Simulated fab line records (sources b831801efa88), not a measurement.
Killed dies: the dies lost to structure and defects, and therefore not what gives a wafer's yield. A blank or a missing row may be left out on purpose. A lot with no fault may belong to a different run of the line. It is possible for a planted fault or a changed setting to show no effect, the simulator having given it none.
fab line records | flow gf180mcu
[record] lots = 13 wafers = 39 last-day = 34
route steps=602 shown MVPSD@82 M1@320 V1@353
lots untouched by any fault: they come from a run of this same line in which no faults occurred
start-h: start of the lot's first displayed wafer, in hours after the record's first day | wait-h: time in hours since the lot's previous step | " the same as in the row above | L1.1+2: a single row standing in for several wafers | - either no value or no given start | * or withheld: withheld | < > ~ a bound
route shown NAME@n: names a module that has steps shown in the file, with the first one's number in the route | usual: mean and standard deviation over wafers with no fault | same: alike in all rows | chamber/n: place in a boat | sites: the reading at each site | _std_site: their standard deviation | _edge_site: outer sites' mean less inner sites' | radius-mm: for every site, how far away it sits from the centre of the wafer | mask NAME#n: copy n | behind: the last tool/chamber to shape the wafer | hold: why the lot was held/for how many hours/how that ended | device: the transistor (n, p or np) that didn't switch | end of line: the tests these same wafers got at the end of their route | a step given without rows: its recipe and nothing more | killed: dies that structure and defects cost at the first sort, which is not the same as the wafer's yield | map: a wafer's dies, marking killed ones x, the rest . and places with no die _
set.NAME: the setting the step ran with; set.NAME@STEP: the setting that earlier step ran with | model.NAME: the simulator's own value behind a step, which no gauge read
route steps across a sampled set of lots; one table per step, one row per wafer
services: from which hour (start-h, from the record's first day; less than 0 if before it) a tool's chamber was out of use, for how many hours, and why
[[steps]]
[step GF_MVPSD_EXPOSE_04]
[recipe] mask-id = MVPSD target-cd-nm = 1000 na = 0.6 source-shape = conventional sigma-outer = 0.6 dose-mj = 260
// columns lot.wafer tool chamber start-h wait-h mask
L956.2+4+6 iline-stepper-02 0 91.80 - MVPSD#0
L959.4+5+6 iline-stepper-02 0 114.27 - MVPSD#0
L960.1+2+3 iline-stepper-01 0 116.98 - MVPSD#0
L961.2+3+5 iline-stepper-01 0 121.33 - MVPSD#0
L962.2+4+6 iline-stepper-02 0 130.00 - MVPSD#0
L963.1+3+5 iline-stepper-02 0 133.00 - MVPSD#0
L964.1+2+4 iline-stepper-02 0 138.66 - MVPSD#0
L967.4+5+6 iline-stepper-02 0 154.73 - MVPSD#0
L968.1+2+5 iline-stepper-01 0 158.38 - MVPSD#0
L969.3+5+6 iline-stepper-01 0 167.69 - LVPWELL#0
L971.1+2+3 iline-stepper-02 0 178.58 - MVPSD#0
L978.2+3+5 iline-stepper-01 0 217.75 - MVPSD#0
L979.1+3+6 iline-stepper-02 0 224.17 - MVPSD#0
[step GF_MVPSD_OVL_MEAS_07]
[usual] MVPSD_OVL = -0.3/1.4
// columns lot.wafer tool chamber start-h wait-h MVPSD_OVL[nm]
L956.2 overlay-02 - 98.66 - 0.2
L956.4 " - " " 3.9
L956.6 " - " " 1.5
L959.4 overlay-02 - 121.67 - 1.0
L959.5 " - " " -0.3
L959.6 " - " " 0.9
L960.1 overlay-01 - 124.16 - -2.1
L960.2 " - " " -0.9
L960.3 " - " " -0.1
L961.2 overlay-02 - 128.61 - -1.9
L961.3 " - " " -2.9
L961.5 " - " " -1.4
L962.2 overlay-01 - 137.26 - -0.5
L962.4 " - " " 0.3
L962.6 " - " " 2.1
L963.1 overlay-02 - 140.45 - -0.8
L963.3 " - " " -1.5
L963.5 " - " " -0.7
L964.1 overlay-01 - 146.50 - -1.0
L964.2 " - " " -1.7
L964.4 " - " " -1.6
L967.4 overlay-01 - 162.72 - -1.6
L967.5 " - " " -1.7
L967.6 " - " " -3.1
L968.1 overlay-02 - 165.71 - -0.7
L968.2 " - " " 2.6
L968.5 " - " " -2.3
L969.3 overlay-02 - 175.66 - -
L969.5 " - " " -
L969.6 " - " " -
L971.1 overlay-02 - 186.16 - 0.9
L971.2 " - " " 0.6
L971.3 " - " " -1.7
L978.2 overlay-01 - 226.46 - 0.2
L978.3 " - " " 0.8
L978.5 " - " " -2.5
L979.1 overlay-01 - 233.05 - -0.6
L979.3 " - " " 1.0
L979.6 " - " " 1.9
[step GF_MVPSD_TW_MEAS_11]
[usual] MVPSD_TW = 550/7.7
// columns lot.wafer tool chamber start-h wait-h MVPSD_TW
L956.2 film-metro-04 - 99.10 0.1 556
L956.4 " - " " 558
L956.6 " - " " 556
L959.4 film-metro-01 - 122.12 0.1 559
L959.5 " - " " 558
L959.6 " - " " 553
L960.1 film-metro-03 - 124.59 0.1 544
L960.2 " - " " 544
L960.3 " - " " 543
L961.2 film-metro-03 - 129.05 0.1 539
L961.3 " - " " 541
L961.5 " - " " 543
L962.2 film-metro-04 - 137.70 0.1 558
L962.4 " - " " 555
L962.6 " - " " 556
L963.1 film-metro-04 - 140.89 0.1 553
L963.3 " - " " 554
L963.5 " - " " 555
L964.1 film-metro-04 - 146.94 0.1 558
L964.2 " - " " 558
L964.4 " - " " 559
L967.4 film-metro-03 - 163.17 0.1 541
L967.5 " - " " 543
L967.6 " - " " 540
L968.1 film-metro-04 - 166.14 0.1 552
L968.2 " - " " 558
L968.5 " - " " 556
L969.3 film-metro-01 - 176.11 0.1 30
L969.5 " - " " 30
L969.6 " - " " 30
L971.1 film-metro-04 - 186.59 0.1 560
L971.2 " - " " 556
L971.3 " - " " 556
L978.2 film-metro-04 - 226.90 0.1 554
L978.3 " - " " 556
L978.5 " - " " 558
L979.1 film-metro-01 - 233.49 0.1 556
L979.3 " - " " 554
L979.6 " - " " 555
[step GF_M1_RS_MEAS_05]
[recipe] thk-meas-gauge = four-point-probe reads = TiN_of_M1_SPUTTER_04+Ti_of_M1_SPUTTER_03+AlCu_of_M1_SPUTTER_02+TiN_of_M1_SPUTTER_01+Ti_of_M1_SPUTTER_00
[usual] M1_ALCU_RS = 0.0695/0.00085
// columns lot.wafer tool chamber start-h wait-h M1_ALCU_RS[ohm/sq]
L956.2 film-metro-02 - 365.74 0.0 0.0677
L956.4 " - " " 0.0699
L956.6 " - " " 0.0676
L959.4 film-metro-02 - 399.18 0.1 0.0679
L959.5 " - " " 0.0687
L959.6 " - " " 0.0693
L960.1 film-metro-04 - 405.18 0.0 0.0692
L960.2 " - " " 0.0703
L960.3 " - " " 0.0693
L961.2 film-metro-04 - 413.19 0.0 0.0708
L961.3 " - " " 0.0704
L961.5 " - " " 0.0708
L962.2 film-metro-03 - 420.71 0.0 0.0687
L962.4 " - " " 0.0694
L962.6 " - " " 0.0687
L963.1 film-metro-03 - 429.04 0.0 0.0686
L963.3 " - " " 0.0682
L963.5 " - " " 0.0683
L964.1 film-metro-03 - 435.87 0.0 0.0705
L964.2 " - " " 0.0686
L964.4 " - " " 0.0708
L967.4 film-metro-04 - 470.57 0.1 0.0699
L967.5 " - " " 0.0682
L967.6 " - " " 0.0702
L968.1 film-metro-02 - 473.54 0.0 0.0696
L968.2 " - " " 0.0699
L968.5 " - " " 0.0684
L969.3 film-metro-04 - 480.81 0.1 0.0703
L969.5 " - " " 0.0686
L969.6 " - " " 0.0705
L971.1 film-metro-03 - 498.33 0.0 0.0698
L971.2 " - " " 0.0715
L971.3 " - " " 0.0702
L978.2 film-metro-02 - 547.10 0.0 0.0704
L978.3 " - " " 0.0701
L978.5 " - " " 0.0703
L979.1 film-metro-03 - 555.90 0.0 0.0688
L979.3 " - " " 0.0703
L979.6 " - " " 0.0695
[step GF_M1_OVL_MEAS_15]
[usual] M1_OVL = 3/4.2
// columns lot.wafer tool chamber start-h wait-h M1_OVL[nm]
L956.2 overlay-02 - 388.42 0.1 5
L956.4 " - " " 5
L956.6 " - " " 5
L959.4 overlay-02 - 422.84 0.1 4
L959.5 " - " " 0
L959.6 " - " " 3
L960.1 overlay-02 - 429.52 0.1 14
L960.2 " - " " 10
L960.3 " - " " 10
L961.2 overlay-02 - 437.27 0.1 12
L961.3 " - " " 5
L961.5 " - " " 0
L962.2 overlay-02 - 444.43 0.1 0
L962.4 " - " " -2
L962.6 " - " " 0
L963.1 overlay-01 - 452.97 0.1 4
L963.3 " - " " 6
L963.5 " - " " 5
L964.1 overlay-01 - 460.67 0.1 -2
L964.2 " - " " 0
L964.4 " - " " -3
L967.4 overlay-02 - 494.74 0.1 5
L967.5 " - " " 9
L967.6 " - " " 4
L968.1 overlay-02 - 498.22 0.1 8
L968.2 " - " " 8
L968.5 " - " " 10
L969.3 overlay-01 - 504.83 0.1 6
L969.5 " - " " -2
L969.6 " - " " 6
L971.1 overlay-01 - 521.67 0.1 4
L971.2 " - " " -1
L971.3 " - " " 6
L978.2 overlay-02 - 569.78 0.1 6
L978.3 " - " " 7
L978.5 " - " " 5
L979.1 overlay-02 - 577.56 0.1 0
L979.3 " - " " 5
L979.6 " - " " 5
[step GF_V1_STRIP_18]
[recipe] chemistry = O2/N2 power-w = 1400 pressure-mtorr = 1500 platen-temp-c = 250 o2-flow-sccm = 3000 n2-flow-sccm = 300 overash-fraction = 0.5
[usual] drypump-motor-current-A = 5.7/0.52 heater-power-w = 334/48 n2-flow-sccm = 300.0/0.94 oes-product-au = 0.593/0.0052
[same] overash-fraction = 0.5
// columns lot.wafer tool chamber start-h wait-h drypump-motor-current-A heater-power-w n2-flow-sccm oes-product-au rf-hours-counter-h
L956.2 plasma-asher-03 1 413.14 - 5.5 344 301.8 0.589 31
L956.4 " 0 " " 6.1 317 298.6 0.591 -
L956.6 " 0 " " 6.1 326 300.4 0.591 -
L959.4 plasma-asher-01 0 449.02 - 5.6 411 298.1 0.587 -
L959.5 " 0 " " 5.7 412 300.0 0.592 -
L959.6 " 1 " " 4.7 274 299.3 0.589 -
L960.1 plasma-asher-01 0 454.54 - 5.7 407 301.3 0.589 86
L960.2 " 1 " " 4.7 280 301.7 0.596 86
L960.3 " 1 " " 4.7 268 300.2 0.602 -
L961.2 plasma-asher-03 1 463.59 - 5.5 353 300.2 0.582 37
L961.3 " 0 " " 6.1 320 300.5 0.599 -
L961.5 " 1 " " 5.5 355 299.7 0.596 -
L962.2 plasma-asher-01 0 470.24 - 5.7 414 300.7 0.591 87
L962.4 " 1 " " 4.7 281 298.4 0.590 -
L962.6 " 0 " " 5.7 407 301.1 0.589 -
L963.1 plasma-asher-04 0 479.24 - 5.8 279 301.4 0.593 5
L963.3 " 0 " " 5.9 277 299.9 0.593 -
L963.5 " 0 " " 5.9 281 301.8 0.601 -
L964.1 plasma-asher-03 1 486.39 - 5.6 352 299.6 0.598 39
L964.2 " 0 " " 6.1 325 299.1 0.594 39
L964.4 " 0 " " 6.1 317 299.5 0.591 -
L967.4 plasma-asher-03 0 519.92 - 6.1 325 299.8 0.589 -
L967.5 " 0 " " 6.1 325 300.0 0.592 -
L967.6 " 1 " " 5.5 355 300.1 0.601 -
L968.1 plasma-asher-04 0 523.39 - 5.9 270 299.2 0.593 9
L968.2 " 1 " " 6.5 329 300.5 0.599 9
L968.5 " 0 " " 5.9 274 300.2 0.597 -
L969.3 plasma-asher-01 0 529.67 - 5.7 424 298.5 0.593 -
L969.5 " 0 " " 5.7 416 298.1 0.588 -
L969.6 " 1 " " 4.7 272 298.6 0.589 -
L971.1 plasma-asher-01 1 545.49 - 4.7 283 300.7 0.595 95
L971.2 " 0 " " 5.7 419 299.9 0.594 95
L971.3 " 0 " " 5.7 405 299.6 0.594 -
L978.2 plasma-asher-03 0 592.49 - 6.1 325 300.0 0.587 50
L978.3 " 1 " " 5.5 354 298.9 0.593 -
L978.5 " 1 " " 5.5 351 301.0 0.601 -
L979.1 plasma-asher-03 0 600.43 - 6.1 323 298.7 0.593 51
L979.3 " 0 " " 6.1 326 299.5 0.596 -
L979.6 " 0 " " 6.1 328 299.2 0.595 -
[[services]]
// columns tool chamber start-h hours kind
iline-stepper-02 - 98.82 1.7 pm
plasma-asher-03 - 108.82 9.0 pm
plasma-asher-01 - 126.71 4.3 pm
iline-stepper-02 - 157.52 0.8 pm
plasma-asher-03 - 225.90 2.8 pm
iline-stepper-02 - 245.33 2.4 repair
iline-stepper-02 - 247.37 7.1 repair
iline-stepper-01 - 281.61 1.7 pm
iline-stepper-01 - 301.42 2.1 pm
plasma-asher-01 - 310.23 4.5 repair
iline-stepper-02 - 317.00 1.7 pm
plasma-asher-03 - 326.10 2.2 repair
iline-stepper-01 - 372.01 0.8 pm
iline-stepper-02 - 377.88 12.2 repair
plasma-asher-01 - 411.71 2.8 pm
iline-stepper-01 - 418.63 15.9 repair
iline-stepper-02 - 430.25 3.3 repair
plasma-asher-03 - 452.44 3.4 repair
iline-stepper-02 - 461.83 6.6 repair
plasma-asher-01 - 488.33 0.3 repair
iline-stepper-01 - 499.79 1.7 pm
iline-stepper-02 - 535.18 1.7 pm
iline-stepper-02 - 567.50 2.1 pm
plasma-asher-01 - 568.87 1.7 repair
[[key]]
[first-sign] step = GF_MVPSD_EXPOSE_04 reading = mask direction = changed
[effect] step = GF_MVPSD_OVL_MEAS_07 reading = MVPSD_OVL direction = missing
[effect] step = GF_MVPSD_TW_MEAS_11 reading = MVPSD_TW direction = down sigmas = 68 usual = 550 struck = 30
met-at GF_MVPSD_EXPOSE_04
struck-lots L969
sort-left-out L969.3,L969.5,L969.6
tester-left-out L969
not-acting-at GF_M1_RS_MEAS_05,GF_M1_OVL_MEAS_15,GF_V1_STRIP_18
onset-between 158.38 167.69
[fault] kind = wrong-mask tool = any chamber = - onset-h = 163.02 steps = GF_MVPSD_EXPOSE_04 aux-copy = LVPWELL#0 scope = struck-lots-only
// tester-left-out: of these lots the tester's yield and bins aren't shown, on N5 and GAA mostly nor the transistor test; their killed dies are dies lost to structure and defects alone, not to doping, threshold or leakage, so they don't give the yield
// sort-left-out: the simulated sort isn't trusted on such a fault, so these wafers' sort isn't shown, and their yield isn't known
